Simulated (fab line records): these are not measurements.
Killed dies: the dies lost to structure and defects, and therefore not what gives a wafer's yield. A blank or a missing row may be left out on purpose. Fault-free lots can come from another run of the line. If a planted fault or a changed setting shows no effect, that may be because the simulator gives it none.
Chamber matching / flow sky130 / SKY_VIA1_CMP_02 on cmp-01: 4 sister chambers
The step polishes SiO2. 20 wafers are shown with their chamber, then 10 later ones without.

== WAFERS WITH THEIR CHAMBER ==
wafer=L734.1; chamber=0; motorCurrentA (A)=11.5
wafer=L734.4; chamber=3; motorCurrentA (A)=12.0
wafer=L734.5; chamber=0; motorCurrentA (A)=10.8
wafer=L735.2; chamber=2; motorCurrentA (A)=9.7
wafer=L735.3; chamber=1; motorCurrentA (A)=11.4
wafer=L735.4; chamber=3; motorCurrentA (A)=12.1
wafer=L736.1; chamber=0; motorCurrentA (A)=11.4
wafer=L736.2; chamber=2; motorCurrentA (A)=9.1
wafer=L736.6; chamber=0; motorCurrentA (A)=11.2
wafer=L742.1; chamber=3; motorCurrentA (A)=11.9
wafer=L742.3; chamber=2; motorCurrentA (A)=10.2
wafer=L742.5; chamber=3; motorCurrentA (A)=11.4
wafer=L744.2; chamber=0; motorCurrentA (A)=11.3
wafer=L744.4; chamber=1; motorCurrentA (A)=11.0
wafer=L744.5; chamber=0; motorCurrentA (A)=11.6
wafer=L747.2; chamber=1; motorCurrentA (A)=10.5
wafer=L747.3; chamber=0; motorCurrentA (A)=10.9
wafer=L747.6; chamber=3; motorCurrentA (A)=12.8
wafer=L753.1; chamber=0; motorCurrentA (A)=11.1
wafer=L753.2; chamber=3; motorCurrentA (A)=12.1

SIGNATURES (means of the wafers above)
reading=motorCurrentA; chamber 0=11.225; chamber 1=10.967; chamber 2=9.667; chamber 3=12.050; scatter within a chamber=0.402
Rule: for a wafer and a chamber, the distance is found by dividing, reading by reading, the gap between the wafer's reading and the chamber's mean by the reading's scatter, squaring, summing and taking the root. If the next closest chamber is less than 2 further off than the closest, the wafer can't be placed; otherwise it belongs to the closest. How the scatter is found: for the shown wafers, subtract from each reading the mean of its chamber, square and add these, divide the total by (wafers less chambers), then take the root.

== WAFERS WITH NO CHAMBER GIVEN ==
wafer=L753.6; motorCurrentA (A)=11.6
wafer=L754.1; motorCurrentA (A)=9.4
wafer=L754.3; motorCurrentA (A)=12.1
wafer=L754.5; motorCurrentA (A)=10.0
wafer=L756.2; motorCurrentA (A)=11.4
wafer=L756.3; motorCurrentA (A)=9.7
wafer=L756.6; motorCurrentA (A)=10.4
wafer=L757.2; motorCurrentA (A)=9.8
wafer=L757.4; motorCurrentA (A)=10.6
wafer=L757.5; motorCurrentA (A)=11.2

== WHICH CHAMBER EACH ONE RAN IN ==
wafer=L753.6; from the rows above=can't be placed: 0 or 3 or 1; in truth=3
wafer=L754.1; from the rows above=2; in truth=2
wafer=L754.3; from the rows above=3; in truth=3
wafer=L754.5; from the rows above=can't be placed: 2 or 1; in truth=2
wafer=L756.2; from the rows above=can't be placed: 0 or 1 or 3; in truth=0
wafer=L756.3; from the rows above=2; in truth=2
wafer=L756.6; from the rows above=can't be placed: 1 or 2 or 0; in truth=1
wafer=L757.2; from the rows above=2; in truth=2
wafer=L757.4; from the rows above=can't be placed: 1 or 0 or 2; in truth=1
wafer=L757.5; from the rows above=can't be placed: 0 or 1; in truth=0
4 of 10 placed correctly. Can't be placed from these rows: 6 (the true chamber is among the candidates in 6). Wrongly placed: 0.
